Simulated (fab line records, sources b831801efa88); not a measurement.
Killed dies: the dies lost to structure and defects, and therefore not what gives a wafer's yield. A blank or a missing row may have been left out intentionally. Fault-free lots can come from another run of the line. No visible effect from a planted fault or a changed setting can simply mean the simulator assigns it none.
Which tool did it? -- flow gf180mcu -- 39 wafers from 13 lots sampled at 4 of the route's 602 steps

== WHAT THE GAUGES READ, wafer by wafer ==
GF_V1_THK_MEAS_25: measures by xrf. Usual: V1_W_THK 368 nm, standard deviation 4.7.
lot,measured,on,V1_W_THK (nm),flag
L541,day 18 23:29,filmMetro-01,362 364 360,
L542,day 19 06:53,filmMetro-03,373 371 373,
L543,day 19 15:25,filmMetro-01,365 370 368,
L544,day 19 23:25,filmMetro-01,370 370 376,
L546,day 20 16:24,filmMetro-03,367 369 370,
L547,day 21 06:50,filmMetro-01,370 371 375,
L548,day 21 15:08,filmMetro-03,375 376 374,
L550,day 22 07:27,filmMetro-03,369 370 371,
L551,day 22 14:59,filmMetro-03,363 354 360,
L552,day 22 17:35,filmMetro-01,365 369 365,
L556,day 24 06:07,filmMetro-03,373 370 373,
L562,day 26 03:47,filmMetro-04,373 366 365,
L563,day 26 11:41,filmMetro-04,366 363 363,

GF_M2_CD_MEAS_14: target cd 280 nm. Usual: cdNm 280.6 nm, standard deviation 1.5.
lot,measured,on,cdNm (nm),flag
L541,day 20 01:13,cdSem-02,281.4 280.0 279.3,
L542,day 20 08:15,cdSem-02,281.6 282.7 283.0,
L543,day 20 16:11,cdSem-02,279.6 280.3 280.7,
L544,day 21 00:28,cdSem-02,278.9 278.7 278.2,
L546,day 21 16:38,cdSem-02,281.8 282.2 281.7,
L547,day 22 07:13,cdSem-02,280.8 281.7 281.0,
L548,day 22 15:44,cdSem-01,280.5 279.9 281.3,
L550,day 23 07:29,cdSem-02,278.8 278.1 279.0,
L551,day 23 14:32,cdSem-01,280.7 279.0 280.8,
L552,day 23 18:05,cdSem-02,281.2 280.9 282.5,
L556,day 25 05:38,cdSem-01,280.7 279.0 278.6,
L562,day 27 02:07,cdSem-01,271.0 270.2 271.8,OFF
L563,day 27 08:26,cdSem-02,269.8 269.5 269.4,OFF

GF_M2_OVL_MEAS_15. Usual: M2_OVL -1 nm, standard deviation 5.1.
lot,measured,on,M2_OVL (nm),flag
L541,day 20 01:20,overlay-02,4 6 6,
L542,day 20 08:22,overlay-01,-3 -11 -7,
L543,day 20 16:18,overlay-01,-4 -1 -7,
L544,day 21 00:34,overlay-01,-1 -2 6,
L546,day 21 16:44,overlay-02,4 0 -6,
L547,day 22 07:20,overlay-01,7 6 -4,
L548,day 22 15:51,overlay-01,-3 -12 -6,
L550,day 23 07:35,overlay-02,-3 10 2,
L551,day 23 14:38,overlay-01,13 4 5,
L552,day 23 18:12,overlay-01,3 -1 7,
L556,day 25 05:44,overlay-01,-2 -1 0,
L562,day 27 02:13,overlay-02,-8 -8 -1,
L563,day 27 08:32,overlay-02,4 -1 5,

== TOOL THAT RAN EACH LOT (tool first, then ch and the chambers of the sampled wafers, then the start) ==
lot,GF_M2_SOFTBAKE_10
L541,"lithoTrack-04 ch 0, day 19 12:04"
L542,"lithoTrack-01 ch 0, day 19 19:35"
L543,"lithoTrack-02 ch 0, day 20 03:58"
L544,"lithoTrack-02 ch 0, day 20 11:31"
L546,"lithoTrack-01 ch 0, day 21 05:12"
L547,"lithoTrack-04 ch 0, day 21 19:22"
L548,"lithoTrack-04 ch 0, day 22 04:10"
L550,"lithoTrack-04 ch 0, day 22 19:38"
L551,"lithoTrack-02 ch 0, day 23 03:14"
L552,"lithoTrack-01 ch 0, day 23 06:17"
L556,"lithoTrack-04 ch 0, day 24 18:02"
L562,"lithoTrack-04 ch 0, day 26 15:02"
L563,"lithoTrack-04 ch 0, day 26 22:26"
- GF_M2_SOFTBAKE_10: time 60 s.

== WHAT THE TOOLS THEMSELVES READ (means of the sampled wafers that have a number; where no wafer has one, the mark that the record gives instead) ==
GF_M2_SOFTBAKE_10. Usual: heaterPowerTotalW 93.05 W, standard deviation 0.06; plateTempC 129.99 C, standard deviation 0.15; resistLineTempC 23.01 C, standard deviation 0.12.
lot,tool,heaterPowerTotalW (W),plateTempC (C),resistLineTempC (C),flag
L541,lithoTrack-04,93.11,130.01,23.00,
L542,lithoTrack-01,93.09,129.85,23.01,
L543,lithoTrack-02,93.00,130.06,23.02,
L544,lithoTrack-02,93.03,129.91,23.04,
L546,lithoTrack-01,93.00,129.89,23.05,
L547,lithoTrack-04,93.01,129.98,23.05,
L548,lithoTrack-04,93.05,129.88,23.02,
L550,lithoTrack-04,93.12,130.16,23.03,
L551,lithoTrack-02,93.08,130.11,23.09,
L552,lithoTrack-01,93.04,130.13,23.11,
L556,lithoTrack-04,93.05,130.19,22.88,
L562,lithoTrack-04,96.53,133.56,23.15,OFF
L563,lithoTrack-04,96.56,133.62,23.00,OFF

== THE ANSWER, worked out from the rows above alone ==
Rule: a lot counts as off when the mean over its wafers that have a number is more than 3 standard deviations away from the usual mean. A lot without any number at a reading at which 4 lots or more have one is off too. The other lots that the step has rows for count as sound. The gauges are gone through in route order, then the tools' own readings, and for those a lot's mean is taken as printed above. The first step at which some lot is off is used, and at that step the reading that is off furthest; a lot without a number counts as furthest.
Off at GF_M2_CD_MEAS_14 (cdNm): L562, L563.
If a tool, at a process step before that reading, ran all the lots that are off and no sound lot after the first of them, it fits. The gauges at GF_M2_CD_MEAS_14 aren't tried: what is off there is off at GF_M2_SOFTBAKE_10 too, on other tools, and a gauge's error can't cause that. One fits: GF_M2_SOFTBAKE_10 on lithoTrack-04. Its last sound lot is L556 (day 24 18:02), its first lot that is off L562 (day 26 15:02): a fault that began between those two fits.
The tool's own readings at GF_M2_SOFTBAKE_10 bear it out: on the lots that are off they differ by more than 5 times the standard deviation of the sound lots' means. heaterPowerTotalW reads 96.55 W there against 93.05 W on the sound lots; plateTempC reads 133.59 C there against 130.02 C on the sound lots.

== WHAT WAS PUT IN BY THE SIMULATOR ==
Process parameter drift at GF_M2_SOFTBAKE_10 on lithoTrack-04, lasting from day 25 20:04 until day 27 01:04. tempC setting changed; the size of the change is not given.
Shown lots that were struck: L562, L563. This agrees with what the rule above found.
